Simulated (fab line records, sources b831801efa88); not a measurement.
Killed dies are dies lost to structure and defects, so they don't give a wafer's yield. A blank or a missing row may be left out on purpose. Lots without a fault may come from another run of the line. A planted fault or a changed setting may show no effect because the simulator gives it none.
A struck lot beside a sound one | flow gf180mcu | 26 steps out of a route of 602
Sound: wafers L727.3, L727.4, L727.5. Struck: wafers L729.1, L729.2, L729.3. The cause comes at the end.
At each step with rows: each side's tool, then ch and its chambers, then its first start. Under that, the readings that differ: sound wafers | struck wafers | difference of the means | sigmas: that difference in standard deviations of wafers without a fault.
alike: readings whose means differ by less than 2 such deviations, and words and numbers that are the same on both sides. not compared: withheld readings, readings that some wafer has no value for, bounds like >300 that may hide the same value, and numbers for which the record gives no deviation and whose values overlap.
The two part at a step that has a row with sigmas, a row that says differs or no value, or rows on one side only. Numbers that don't overlap but have no deviation are shown without sigmas and don't part them. A reading that every wafer of one side lacks parts them only if that side has two wafers or more.

first, 1 step without rows for these wafers: GF_VT_IMPLANT_IMPLANT_08.
GF_VT_IMPLANT_STRIP_09: strips in O2/N2.
  sound on plasma_asher-04 ch 0,1, day 6 08:38; struck on plasma_asher-03 ch 0,1, day 6 22:08
  alike: drypump_motor_current_A, heater_power_w, oes_product_au, strip_time_to_endpoint_s
  not compared: rf_hours_counter_h
GF_VT_IMPLANT_TW_MEAS_10:
  sound on film_metro-01, day 6 08:43; struck on film_metro-02, day 6 22:14
  reading       | sound       | struck      | difference | sigmas
  VT_IMPLANT_TW | 570 571 573 | 556 558 558 | -14        | -3
then, 7 steps without rows for these wafers: GF_VT_IMPLANT_DEHYDRATE_11 (time 60 s); GF_VT_IMPLANT_HMDS_12 (prime time 60 s); GF_VT_IMPLANT_COAT_13 (resist thk 1000 nm); GF_VT_IMPLANT_SOFTBAKE_14 (time 60 s); GF_VT_IMPLANT_EXPOSE_15 (exposes mask Nwell LV AREA, target cd 860 nm); GF_VT_IMPLANT_PEB_16; GF_VT_IMPLANT_DEVELOP_17 (develop time 60 s).
GF_VT_IMPLANT_OVL_MEAS_18:
  sound on overlay-01, day 7 00:10; struck on overlay-02, day 7 13:22
  alike: VT_IMPLANT_01_OVL
then, 1 step without rows for these wafers: GF_VT_IMPLANT_IMPLANT_19.
GF_VT_IMPLANT_STRIP_20: strips in O2/N2.
  sound on plasma_asher-02 ch 0,1, day 7 00:23; struck on plasma_asher-03 ch 0,1, day 7 13:33
  reading                                         | sound             | struck            | difference                    | sigmas
  oes_product_au (a.u.)                           | 0.713 0.712 0.724 | 0.935 0.929 0.938 | +0.218                        | +49
  strip_time_to_endpoint_s (s)                    | 12.65 12.66 12.68 | - - -             | no value on the struck wafers |
  model.NOVOLAK_of_VT_IMPLANT_COAT_13.thk_nm (nm) | 0 0 0             | 402.2 401.1 400.6 | +401.3                        |
  alike: drypump_motor_current_A, heater_power_w
  not compared: rf_hours_counter_h
GF_VT_IMPLANT_TW_MEAS_21:
  sound on film_metro-01, day 7 00:28; struck on film_metro-02, day 7 13:39
  reading         | sound          | struck         | difference | sigmas
  VT_IMPLANT_2_TW | 1228 1229 1225 | 1199 1199 1195 | -30        | -3
then, 7 steps without rows for these wafers: GF_VT_IMPLANT_DEHYDRATE_22 (time 60 s); GF_VT_IMPLANT_HMDS_23 (prime time 60 s); GF_VT_IMPLANT_COAT_24 (resist thk 1000 nm); GF_VT_IMPLANT_SOFTBAKE_25 (time 60 s); GF_VT_IMPLANT_EXPOSE_26 (exposes mask LVPWELL HV AREA, target cd 860 nm); GF_VT_IMPLANT_PEB_27; GF_VT_IMPLANT_DEVELOP_28 (develop time 60 s).
GF_VT_IMPLANT_OVL_MEAS_29:
  sound on overlay-02, day 7 15:44; struck on overlay-01, day 8 05:58
  alike: VT_IMPLANT_02_OVL
then, 1 step without rows for these wafers: GF_VT_IMPLANT_IMPLANT_30.
GF_VT_IMPLANT_STRIP_31: strips in O2/N2.
  sound on plasma_asher-02 ch 0,1, day 7 15:56; struck on plasma_asher-03 ch 0,1, day 8 06:09
  reading                      | sound             | struck            | difference | sigmas
  strip_time_to_endpoint_s (s) | 12.65 12.65 12.67 | 18.68 18.69 18.66 | +6.02      | +99 or more
  alike: drypump_motor_current_A, heater_power_w, oes_product_au
  not compared: rf_hours_counter_h
GF_VT_IMPLANT_TW_MEAS_32:
  sound on film_metro-02, day 7 16:01; struck on film_metro-03, day 8 06:29
  reading         | sound             | struck         | difference | sigmas
  VT_IMPLANT_3_TW | 266.2 267.4 266.2 | 30.3 30.0 30.3 | -236.4     | -95
  not compared: hold
GF_PASSIVATION_PROBE_99:
  the record has rows for the sound wafers here (prober-01, day 30 03:17) and none for the struck ones

WHERE THEY PART
First at GF_VT_IMPLANT_TW_MEAS_10; last, within this record, at GF_PASSIVATION_PROBE_99.

WHY: what the simulator had put in
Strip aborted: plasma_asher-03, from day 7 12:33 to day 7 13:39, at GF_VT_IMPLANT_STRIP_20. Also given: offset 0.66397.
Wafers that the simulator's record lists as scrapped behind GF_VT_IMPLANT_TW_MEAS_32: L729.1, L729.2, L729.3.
